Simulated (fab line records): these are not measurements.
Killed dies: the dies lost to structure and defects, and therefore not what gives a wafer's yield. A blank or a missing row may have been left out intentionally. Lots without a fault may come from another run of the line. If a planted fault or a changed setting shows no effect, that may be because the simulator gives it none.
What tool caused it?	flow sky130	24 lots with 72 wafers sampled at 6 steps, on a route of 708 steps

## WHAT THE GAUGES READ, wafer by wafer
The record holds no reading of a measuring or inspecting step that can be judged against a usual standard deviation.

## WHICH TOOL RAN EACH LOT (tool, then ch and the chambers of the sampled wafers, then the start)
lot	SKY_METAL1_DESCUM_17	SKY_VIA1_ETCH_14	SKY_VIA4_CVD_18	SKY_METAL5_SPUTTER_00	SKY_METAL5_SPUTTER_02	SKY_PASSIVATION_STRIP_12
L074	rie-metal-02 ch 1, day 33 02:44	rie-diel-02 ch 0,1,3, day 34 06:47	cvd-w-02 ch 0,1, day 43 02:29	pvd-sputter-03, day 43 03:07	pvd-sputter-03, day 43 03:10	plasma-asher-02 ch 0,1, day 45 01:02
L075	rie-metal-03 ch 0, day 33 10:53	rie-diel-02 ch 0,1,3, day 34 15:20	cvd-w-02 ch 0,1, day 43 11:18	pvd-sputter-02, day 43 12:05	pvd-sputter-02, day 43 12:08	plasma-asher-04 ch 0,1, day 45 10:12
L076	rie-metal-03 ch 0,1, day 33 17:44	rie-diel-03 ch 2,3, day 34 21:38	cvd-w-02 ch 0,1, day 43 14:48	pvd-sputter-01, day 43 15:23	pvd-sputter-01, day 43 15:26	plasma-asher-02 ch 0,1, day 45 12:49
L077	rie-metal-04 ch 0,1, day 33 19:23	rie-diel-02 ch 0,3, day 34 23:13	cvd-w-01 ch 0,1, day 43 16:47	pvd-sputter-01, day 43 17:25	pvd-sputter-01, day 43 17:28	plasma-asher-01 ch 0,1, day 45 14:21
L078	rie-metal-02 ch 0, day 34 04:29	rie-diel-03 ch 1,2,3, day 35 08:47	cvd-w-02 ch 0,1, day 43 23:13	pvd-sputter-02, day 43 23:50	pvd-sputter-02, day 43 23:53	plasma-asher-02 ch 0,1, day 45 20:54
L079	rie-metal-03 ch 0,1, day 34 12:35	rie-diel-03 ch 0,3, day 35 16:11	cvd-w-02 ch 0,1, day 44 07:14	pvd-sputter-01, day 44 08:07	pvd-sputter-01, day 44 08:10	plasma-asher-02 ch 0,1, day 46 03:41
L080	rie-metal-04 ch 0,1, day 34 21:17	rie-diel-03 ch 1,2,3, day 36 01:11	cvd-w-01 ch 0,1, day 44 15:04	pvd-sputter-02, day 44 15:39	pvd-sputter-02, day 44 15:41	plasma-asher-01 ch 0,1, day 46 11:23
L081	rie-metal-03 ch 0,1, day 35 09:32	rie-diel-01 ch 1,2, day 36 12:47	cvd-w-02 ch 0,1, day 45 01:32	pvd-sputter-01, day 45 02:10	pvd-sputter-01, day 45 02:13	plasma-asher-01 ch 0,1, day 46 20:30
L082	rie-metal-02 ch 1, day 35 15:17	rie-diel-03 ch 1,3, day 36 18:30	cvd-w-01 ch 0,1, day 45 05:41	pvd-sputter-01, day 45 06:20	pvd-sputter-01, day 45 06:22	plasma-asher-04 ch 0, day 47 01:51
L083	rie-metal-03 ch 0,1, day 35 16:32	rie-diel-02 ch 1,3, day 36 19:55	cvd-w-01 ch 0,1, day 45 08:11	pvd-sputter-01, day 45 08:49	pvd-sputter-01, day 45 08:52	plasma-asher-04 ch 0,1, day 47 03:26
L084	rie-metal-04 ch 0,1, day 36 02:35	rie-diel-01 ch 0,1,2, day 37 06:03	cvd-w-01 ch 0,1, day 45 15:41	pvd-sputter-02, day 45 16:19	pvd-sputter-02, day 45 16:22	plasma-asher-01 ch 0,1, day 47 10:11
L085	rie-metal-03 ch 0,1, day 36 05:56	rie-diel-03 ch 0,2,3, day 37 08:54	cvd-w-02 ch 0,1, day 45 17:20	pvd-sputter-01, day 45 17:58	pvd-sputter-01, day 45 18:01	plasma-asher-04 ch 0,1, day 47 12:32
L086	rie-metal-04 ch 1, day 36 20:11	rie-diel-02 ch 0,1,2, day 37 23:23	cvd-w-01 ch 0,1, day 46 06:12	pvd-sputter-01, day 46 07:13	pvd-sputter-01, day 46 07:16	plasma-asher-01 ch 0,1, day 48 00:24
L087	rie-metal-02 ch 0,1, day 36 21:11	rie-diel-01 ch 1,2, day 38 00:30	cvd-w-02 ch 0,1, day 46 07:45	pvd-sputter-03, day 46 08:25	pvd-sputter-03, day 46 08:28	plasma-asher-01 ch 0,1, day 48 02:09
L088	rie-metal-02 ch 0,1, day 37 05:23	rie-diel-01 ch 0,1,3, day 38 08:11	cvd-w-01 ch 0,1, day 46 12:18	pvd-sputter-01, day 46 12:58	pvd-sputter-01, day 46 13:01	plasma-asher-04 ch 0,1, day 48 05:45
L089	rie-metal-03 ch 0,1, day 37 18:07	rie-diel-03 ch 0,1,2, day 38 20:46	cvd-w-01 ch 0,1, day 46 23:14	pvd-sputter-03, day 46 23:49	pvd-sputter-03, day 46 23:52	plasma-asher-04 ch 0,1, day 48 15:29
L090	rie-metal-02 ch 0,1, day 38 01:34	rie-diel-02 ch 0,3, day 39 04:36	cvd-w-02 ch 0,1, day 47 05:11	pvd-sputter-02, day 47 05:46	pvd-sputter-02, day 47 05:49	plasma-asher-02 ch 0,1, day 48 21:23
L091	rie-metal-04 ch 0,1, day 38 04:08	rie-diel-02 ch 0,1,3, day 39 06:39	cvd-w-01 ch 0,1, day 47 07:47	pvd-sputter-03, day 47 08:25	pvd-sputter-03, day 47 08:28	plasma-asher-04 ch 0,1, day 48 23:18
L092	rie-metal-04 ch 0,1, day 38 05:08	rie-diel-02 ch 1,3, day 39 08:00	cvd-w-02 ch 0,1, day 47 08:43	pvd-sputter-01, day 47 09:21	pvd-sputter-01, day 47 09:24	plasma-asher-02 ch 0,1, day 49 01:02
L093	rie-metal-03 ch 0,1, day 38 21:35	rie-diel-02 ch 1,2,3, day 40 00:17	cvd-w-01 ch 0,1, day 47 20:43	pvd-sputter-01, day 47 21:23	pvd-sputter-01, day 47 21:26	plasma-asher-04 ch 0,1, day 49 11:39
L094	rie-metal-04 ch 0, day 39 01:50	rie-diel-01 ch 0,2, day 40 04:09	cvd-w-02 ch 0,1, day 48 02:44	pvd-sputter-01, day 48 03:22	pvd-sputter-01, day 48 03:25	plasma-asher-01 ch 0,1, day 49 16:09
L095	rie-metal-04 ch 0,1, day 39 05:47	rie-diel-02 ch 0,2,3, day 40 07:38	cvd-w-01 ch 0,1, day 48 04:59	pvd-sputter-03, day 48 05:37	pvd-sputter-03, day 48 05:40	plasma-asher-02 ch 0,1, day 49 18:38
L096	rie-metal-02 ch 0,1, day 39 14:08	rie-diel-01 ch 0,2,3, day 40 16:21	cvd-w-02 ch 0,1, day 48 10:45	pvd-sputter-01, day 48 11:20	pvd-sputter-01, day 48 11:23	plasma-asher-01 ch 0,1, day 49 23:02
L097	rie-metal-02 ch 0,1, day 39 19:47	rie-diel-02 ch 1,2,3, day 40 21:20	cvd-w-02 ch 0,1, day 48 13:02	pvd-sputter-02, day 48 13:40	pvd-sputter-02, day 48 13:43	plasma-asher-01 ch 0,1, day 50 01:47
- SKY_METAL1_DESCUM_17: chemistry O2, time 8 s.
- SKY_VIA1_ETCH_14: etches BARC in N2/H2, stops on SiO2, time 45.9 s, target depth 60 nm.
- SKY_VIA4_CVD_18: deposits W, target thk 505 nm, time 152.14 s.
- SKY_METAL5_SPUTTER_00: material Ti, target thk 15 nm, time 10 s.
- SKY_METAL5_SPUTTER_02: material AlCu, target thk 1150 nm, time 61.2 s.
- SKY_PASSIVATION_STRIP_12: strips in O2/N2.

## WHAT THE TOOLS THEMSELVES READ (means of the sampled wafers that have a number; where no wafer has one, the mark that the record gives instead)
SKY_METAL1_DESCUM_17. Usual: drypump-motor-current-A 5.6 A, standard deviation 0.58; he-backside-leak-sccm 3.33 sccm, standard deviation 0.24; oes-product-au 1.003 a.u., standard deviation 0.013.
lot	tool	drypump-motor-current-A (A)	he-backside-leak-sccm (sccm)	oes-product-au (a.u.)	flag
L074	rie-metal-02	4.7	3.50	1.009	
L075	rie-metal-03	5.2	3.47	1.015	
L076	rie-metal-03	5.4	3.68	1.007	
L077	rie-metal-04	5.7	3.19	1.003	
L078	rie-metal-02	5.9	3.13	0.998	
L079	rie-metal-03	5.4	3.47	1.015	
L080	rie-metal-04	6.0	3.19	1.004	
L081	rie-metal-03	5.4	3.64	1.005	
L082	rie-metal-02	4.7	3.37	1.009	
L083	rie-metal-03	5.7	3.52	0.998	
L084	rie-metal-04	6.0	3.14	1.013	
L085	rie-metal-03	5.4	3.53	1.005	
L086	rie-metal-04	5.3	3.37	0.996	
L087	rie-metal-02	5.1	3.26	1.002	
L088	rie-metal-02	5.5	3.20	0.998	
L089	rie-metal-03	5.5	3.38	1.006	
L090	rie-metal-02	5.5	3.35	1.009	
L091	rie-metal-04	6.0	3.22	1.010	
L092	rie-metal-04	5.7	3.07	0.998	
L093	rie-metal-03	5.4	3.51	0.994	
L094	rie-metal-04	6.4	3.14	1.023	
L095	rie-metal-04	5.7	3.16	1.004	
L096	rie-metal-02	5.1	3.31	0.994	
L097	rie-metal-02	5.1	3.29	0.997	

SKY_VIA1_ETCH_14. Usual: drypump-motor-current-A 5.8 A, standard deviation 0.45; oes-product-au 0.854 a.u., standard deviation 0.0044; throttle-valve-pct 13.226 %, standard deviation 0.0084.
lot	tool	drypump-motor-current-A (A)	oes-product-au (a.u.)	throttle-valve-pct (%)	flag
L074	rie-diel-02	5.9	0.858	13.232	
L075	rie-diel-02	5.8	0.854	13.227	
L076	rie-diel-03	6.0	0.855	13.231	
L077	rie-diel-02	6.2	0.854	13.225	
L078	rie-diel-03	6.0	0.851	13.222	
L079	rie-diel-03	6.1	0.858	13.221	
L080	rie-diel-03	6.0	0.855	13.227	
L081	rie-diel-01	5.6	0.855	13.227	
L082	rie-diel-03	6.0	0.853	13.221	
L083	rie-diel-02	5.5	0.855	13.222	
L084	rie-diel-01	5.3	0.858	13.224	
L085	rie-diel-03	6.1	0.856	13.228	
L086	rie-diel-02	5.9	0.851	13.220	
L087	rie-diel-01	5.4	0.857	13.223	
L088	rie-diel-01	5.1	0.854	13.228	
L089	rie-diel-03	6.1	0.857	13.224	
L090	rie-diel-02	6.0	0.856	13.224	
L091	rie-diel-02	5.9	0.854	13.219	
L092	rie-diel-02	5.6	0.855	13.228	
L093	rie-diel-02	5.6	0.861	13.225	
L094	rie-diel-01	5.5	0.853	13.225	
L095	rie-diel-02	6.0	0.855	13.229	
L096	rie-diel-01	5.2	0.855	13.225	
L097	rie-diel-02	5.6	0.853	13.226	

SKY_VIA4_CVD_18. Usual: heater-power-w reads 851 W (standard deviation 91).
lot	tool	heater-power-w (W)	flag
L074	cvd-w-02	828	
L075	cvd-w-02	906	
L076	cvd-w-02	841	
L077	cvd-w-01	837	
L078	cvd-w-02	910	
L079	cvd-w-02	914	
L080	cvd-w-01	826	
L081	cvd-w-02	913	
L082	cvd-w-01	829	
L083	cvd-w-01	817	
L084	cvd-w-01	843	
L085	cvd-w-02	831	
L086	cvd-w-01	805	
L087	cvd-w-02	913	
L088	cvd-w-01	801	
L089	cvd-w-01	826	
L090	cvd-w-02	903	
L091	cvd-w-01	849	
L092	cvd-w-02	924	
L093	cvd-w-01	836	
L094	cvd-w-02	922	
L095	cvd-w-01	815	
L096	cvd-w-02	844	
L097	cvd-w-02	922	

SKY_METAL5_SPUTTER_00. Usual: chamber-pressure-pa 0.4000 Pa, standard deviation 0.0008; throttle-valve-pct 29.7 %, standard deviation 0.7.
lot	tool	chamber-pressure-pa (Pa)	throttle-valve-pct (%)	flag
L074	pvd-sputter-03	0.4003	28.8	
L075	pvd-sputter-02	0.3993	30.1	
L076	pvd-sputter-01	0.4002	29.7	
L077	pvd-sputter-01	0.3996	29.4	
L078	pvd-sputter-02	0.4003	30.3	
L079	pvd-sputter-01	0.3994	29.7	
L080	pvd-sputter-02	0.4005	30.5	
L081	pvd-sputter-01	0.3999	29.2	
L082	pvd-sputter-01	0.3999	29.7	
L083	pvd-sputter-01	0.3999	29.5	
L084	pvd-sputter-02	0.4000	30.2	
L085	pvd-sputter-01	0.3994	29.5	
L086	pvd-sputter-01	0.3994	29.6	
L087	pvd-sputter-03	0.4008	29.4	
L088	pvd-sputter-01	0.4006	29.3	
L089	pvd-sputter-03	0.4006	29.3	
L090	pvd-sputter-02	0.4018	30.0	
L091	pvd-sputter-03	0.3998	29.6	
L092	pvd-sputter-01	0.3998	29.9	
L093	pvd-sputter-01	0.3996	29.6	
L094	pvd-sputter-01	0.3998	29.5	
L095	pvd-sputter-03	0.4002	29.7	
L096	pvd-sputter-01	0.4000	29.7	
L097	pvd-sputter-02	0.3998	30.3	

SKY_METAL5_SPUTTER_02. Usual: chamber-pressure-pa 0.4001 Pa, standard deviation 0.00073; throttle-valve-pct 29.7 %, standard deviation 0.69.
lot	tool	chamber-pressure-pa (Pa)	throttle-valve-pct (%)	flag
L074	pvd-sputter-03	0.4002	28.7	
L075	pvd-sputter-02	0.3994	30.1	
L076	pvd-sputter-01	0.4010	29.7	
L077	pvd-sputter-01	0.4004	29.3	
L078	pvd-sputter-02	0.4000	30.4	
L079	pvd-sputter-01	0.4011	29.8	
L080	pvd-sputter-02	0.4000	30.4	
L081	pvd-sputter-01	0.3993	29.2	
L082	pvd-sputter-01	0.4005	29.7	
L083	pvd-sputter-01	0.4002	29.3	
L084	pvd-sputter-02	0.3999	30.1	
L085	pvd-sputter-01	0.3996	29.3	
L086	pvd-sputter-01	0.4001	29.7	
L087	pvd-sputter-03	0.4007	29.2	
L088	pvd-sputter-01	0.4004	29.4	
L089	pvd-sputter-03	0.4003	29.3	
L090	pvd-sputter-02	0.4004	30.1	
L091	pvd-sputter-03	0.4003	29.6	
L092	pvd-sputter-01	0.4005	30.0	
L093	pvd-sputter-01	0.3998	29.5	
L094	pvd-sputter-01	0.4002	29.4	
L095	pvd-sputter-03	0.4000	29.6	
L096	pvd-sputter-01	0.3994	29.6	
L097	pvd-sputter-02	0.4005	30.1	

SKY_PASSIVATION_STRIP_12. Usual: drypump-motor-current-A 5.68 A, standard deviation 0.24; oes-product-au 0.661 a.u., standard deviation 0.0044; strip-time-to-endpoint-s 31.56 s, standard deviation 0.13.
lot	tool	drypump-motor-current-A (A)	oes-product-au (a.u.)	strip-time-to-endpoint-s (s)	flag
L074	plasma-asher-02	5.45	0.661	31.54	
L075	plasma-asher-04	5.75	0.663	31.42	
L076	plasma-asher-02	5.60	0.665	31.54	
L077	plasma-asher-01	5.63	0.660	31.48	
L078	plasma-asher-02	5.62	0.665	31.38	
L079	plasma-asher-02	5.63	0.661	31.69	
L080	plasma-asher-01	5.61	0.658	31.68	
L081	plasma-asher-01	5.61	0.660	31.43	
L082	plasma-asher-04	5.69	0.663	31.68	
L083	plasma-asher-04	5.81	0.659	31.50	
L084	plasma-asher-01	5.81	0.660	31.58	
L085	plasma-asher-04	5.74	0.659	31.45	
L086	plasma-asher-01	5.62	0.657	31.50	
L087	plasma-asher-01	5.62	0.666	31.54	
L088	plasma-asher-04	5.78	0.657	31.56	
L089	plasma-asher-04	5.81	0.666	31.45	
L090	plasma-asher-02	5.48	0.660	31.46	
L091	plasma-asher-04	5.74	0.664	31.69	
L092	plasma-asher-02	5.61	0.664	31.52	
L093	plasma-asher-04	5.76	0.656	31.75	
L094	plasma-asher-01	5.61	0.659	31.59	
L095	plasma-asher-02	5.48	0.659	31.57	
L096	plasma-asher-01	5.80	0.658	31.60	
L097	plasma-asher-01	5.81	0.662	31.75	

## THE ANSWER, worked out from the rows above alone
Rule: a lot counts as off when the mean over its wafers that have a number is more than 3 standard deviations away from the usual mean. A lot without any number at a reading at which 4 lots or more have one is off too. Any other lot the step has rows for is counted as sound. After the gauges, taken in route order, come the tools' own readings; for these a lot's mean is taken, as printed above. At the first step where some lot is off, the reading lying furthest off is the one used; lots without a number count as furthest.
Nothing can be told from this: no lot is off at any reading shown.

## WHAT HAD BEEN PUT IN BY THE SIMULATOR
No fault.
